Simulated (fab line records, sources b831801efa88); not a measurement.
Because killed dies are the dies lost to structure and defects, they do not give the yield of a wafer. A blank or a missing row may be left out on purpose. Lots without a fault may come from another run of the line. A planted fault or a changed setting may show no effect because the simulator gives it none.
Chamber matching + flow sky130 + cmp-01 running SKY_VIA3_CMP_02: 4 sister chambers
The step polishes SiO2. 4 wafers are shown with their chamber, then 8 later ones without.

EACH WAFER AND ITS CHAMBER
| wafer  | chamber | motor_current_A (A) |
|--------|---------|---------------------|
| L087.1 | 1       | 13.1                |
| L087.2 | 0       | 11.5                |
| L087.3 | 2       | 13.0                |
| L087.4 | 3       | 10.5                |

WAFERS WITH NO CHAMBER GIVEN
| wafer  | motor_current_A (A) |
|--------|---------------------|
| L087.5 | 12.7                |
| L087.6 | 10.5                |
| L088.1 | 13.1                |
| L088.2 | 10.3                |
| L088.3 | 12.7                |
| L088.4 | 10.9                |
| L088.5 | 11.0                |
| L088.6 | 12.9                |

CHAMBER TAKEN BY EACH
| wafer  | from the rows above     | in truth |
|--------|-------------------------|----------|
| L087.5 | can't be placed: 2 or 1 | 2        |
| L087.6 | 3                       | 3        |
| L088.1 | can't be placed: 1 or 2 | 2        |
| L088.2 | 3                       | 3        |
| L088.3 | can't be placed: 2 or 1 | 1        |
| L088.4 | can't be placed: 3 or 0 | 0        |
| L088.5 | can't be placed: 0 or 3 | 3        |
| L088.6 | can't be placed: 2 or 1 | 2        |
Correct placement for 2 of the 8. Not placeable from these rows: 6 (in 6, the candidates include the true chamber). 0 placed wrongly.
How it was worked out, from the rows above alone: a wafer's distance from a chamber is the root of the sum, over the readings, of the square of ((its reading less the chamber's mean) divided by the reading's scatter). The wafer belongs to the nearest chamber; if the next one is less than 2 further off, it can't be placed. Each chamber's mean is taken over the wafers shown for it. The scatter (one wafer shown for each chamber): square how far every hidden wafer sits from the nearest shown wafer, average those squares and take the square root.
